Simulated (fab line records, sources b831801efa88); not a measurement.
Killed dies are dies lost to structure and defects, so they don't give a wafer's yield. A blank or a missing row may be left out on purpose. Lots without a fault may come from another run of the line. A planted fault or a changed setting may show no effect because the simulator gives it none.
Which tool did it? | flow sky130 | 14 lots, 42 wafers sampled, at 2 steps of a route of 708

WHAT THE GAUGES READ, wafer by wafer
SKY_SONOS_ONO_THK_MEAS_03.
lot  | measured     | on            | SONOS_ONO_CVD_02_THK (nm)
L698 | day 11 17:08 | film_metro-04 | 10.58 10.34 10.48
L699 | day 12 07:34 | film_metro-01 | 10.70 10.59 10.61
L700 | day 12 07:33 | film_metro-02 | 10.40 10.35 10.35
L701 | day 12 15:31 | film_metro-02 | 10.45 10.60 10.44
L702 | day 12 21:49 | film_metro-04 | 11.19 11.15 11.20
L703 | day 13 04:17 | film_metro-01 | 11.23 11.02 11.09
L712 | day 16 02:07 | film_metro-04 | 10.71 10.58 10.61
L713 | day 16 11:56 | film_metro-04 | 10.44 10.54 10.49
L714 | day 16 19:32 | film_metro-04 | 10.57 10.50 10.74
L715 | day 17 03:25 | film_metro-02 | 10.73 10.60 10.54
L718 | day 18 02:05 | film_metro-04 | 10.53 10.50 10.68
L719 | day 18 10:32 | film_metro-02 | 10.59 10.50 10.52
L720 | day 19 00:01 | film_metro-01 | 10.28 10.50 10.28
L721 | day 19 07:29 | film_metro-01 | 10.52 10.51 10.53

WHICH TOOL RAN EACH LOT (tool, then ch and the chambers of the sampled wafers, then the start)
lot  | SKY_SONOS_ONO_CVD_02
L698 | lpcvd-02 ch 1, day 11 16:05
L699 | lpcvd-02 ch 0, day 12 06:30
L700 | lpcvd-02 ch 0, day 12 06:30
L701 | lpcvd-02 ch 0, day 12 14:28
L702 | lpcvd-02 ch 1, day 12 20:46
L703 | lpcvd-02 ch 1, day 13 03:13
L712 | lpcvd-02 ch 1, day 16 01:04
L713 | lpcvd-02 ch 0, day 16 10:52
L714 | lpcvd-02 ch 0, day 16 18:29
L715 | lpcvd-02 ch 0, day 17 01:50
L718 | lpcvd-02 ch 1, day 18 01:02
L719 | lpcvd-02 ch 0, day 18 09:29
L720 | lpcvd-02 ch 1, day 18 22:24
L721 | lpcvd-02 ch 1, day 19 05:55
- SKY_SONOS_ONO_CVD_02: deposits Si3N4 from DCS/NH3, target thk 10.5 nm, time 180 s.

WHAT THE TOOLS THEMSELVES READ (means of the sampled wafers that have a number; where no wafer has one, the mark that the record gives instead)
SKY_SONOS_ONO_CVD_02.
lot  | tool     | pressure_mtorr (mTorr) | spike_tc_upper_C (C)
L698 | lpcvd-02 | 249.8                  | 770.7
L699 | lpcvd-02 | 249.8                  | 769.3
L700 | lpcvd-02 | 250.0                  | 770.3
L701 | lpcvd-02 | 249.5                  | 770.3
L702 | lpcvd-02 | 300.3                  | 771.7
L703 | lpcvd-02 | 300.6                  | 771.7
L712 | lpcvd-02 | 249.7                  | 770.2
L713 | lpcvd-02 | 250.0                  | 770.8
L714 | lpcvd-02 | 250.1                  | 771.1
L715 | lpcvd-02 | 249.9                  | 770.8
L718 | lpcvd-02 | 250.2                  | 770.6
L719 | lpcvd-02 | 249.7                  | 770.3
L720 | lpcvd-02 | 250.2                  | 770.3
L721 | lpcvd-02 | 249.7                  | 770.9

THE ANSWER, worked out from the rows above alone
Rule: what is usual is taken from the lots themselves. Put in order of their means at a reading, lots are off if they are a third of the lots or fewer, leave a main group of 4 or more, and stand apart from it by a gap of 3 or more times the standard deviation of the main group's means; of several such gaps the widest counts. A main group whose means are all the same, to the digits that the tables above print for the reading, isn't used. A lot without any number at a reading at which 4 lots or more have one is off too. The other lots that the step has rows for count as sound. The gauges are gone through in route order, then the tools' own readings, and for those a lot's mean is taken as printed above. The first step at which some lot is off is used, and at that step the reading that is off furthest; a lot without a number counts as furthest.
Off: L702, L703, at SKY_SONOS_ONO_THK_MEAS_03 (SONOS_ONO_CVD_02_THK). The main group: mean 10.52 nm, standard deviation 0.092.
A tool fits if, at a process step before that reading, it ran every lot that is off, and no sound lot after the first of them. The gauges at SKY_SONOS_ONO_THK_MEAS_03 aren't tried: what is off there is off at SKY_SONOS_ONO_CVD_02 too, on other tools, and a gauge's error can't cause that. None of those tried fits.

WHAT THE SIMULATOR HAD PUT IN
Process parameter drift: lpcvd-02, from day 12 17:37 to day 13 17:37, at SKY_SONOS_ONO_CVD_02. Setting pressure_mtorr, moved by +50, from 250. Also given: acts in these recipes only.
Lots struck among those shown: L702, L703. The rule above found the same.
